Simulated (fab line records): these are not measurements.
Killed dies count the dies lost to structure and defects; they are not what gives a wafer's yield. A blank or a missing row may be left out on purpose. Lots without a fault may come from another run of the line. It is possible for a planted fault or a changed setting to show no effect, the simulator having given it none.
Chamber matching    flow sky130    SKY_VIA2_CMP_24 on cmp-02 has 4 sister chambers
The step polishes, stops on SiO2, t overpolish 20 s, target thk 0 nm. 7 wafers are shown with their chamber, then 7 later ones without.

WAFERS PAIRED WITH THEIR CHAMBERS
wafer   chamber  motorCurrentA (A)  timeToEndpointS (s)
L981.3  3        11.6               102
L982.4  0        10.4               101
L982.5  2        13.3               105
L988.2  0        9.8                95
L988.6  1        10.8               100
L990.2  1        10.7               104
L990.3  3        11.6               101

WAFERS WITH NO CHAMBER GIVEN
wafer   motorCurrentA (A)  timeToEndpointS (s)
L990.4  12.8               104
L996.1  13.7               103
L996.5  11.8               99
L996.6  13.0               100
L999.4  10.5               106
L999.5  13.6               107
L999.6  10.3               105

WHICH CHAMBER EACH WENT THROUGH
wafer   from the rows above      in truth
L990.4  2                        2
L996.1  2                        2
L996.5  3                        3
L996.6  2                        2
L999.4  can't be placed: 1 or 0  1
L999.5  2                        2
L999.6  can't be placed: 1 or 0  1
Correct placement for 5 of the 7. These rows do not allow placing 2 (true chamber among the candidates in 2). Placed wrongly: 0.
How it was worked out, from the rows above alone: a wafer's distance from a chamber is the root of the sum, over the readings, of the square of ((its reading less the chamber's mean) divided by the reading's scatter). If the next closest chamber is less than 2 further off than the closest, the wafer can't be placed; otherwise it belongs to the closest. For every chamber, the mean is computed from those of its wafers that are shown. How the scatter is found: for the shown wafers, subtract from each reading the mean of its chamber, square and add these, divide the total by (wafers less chambers), then take the root.
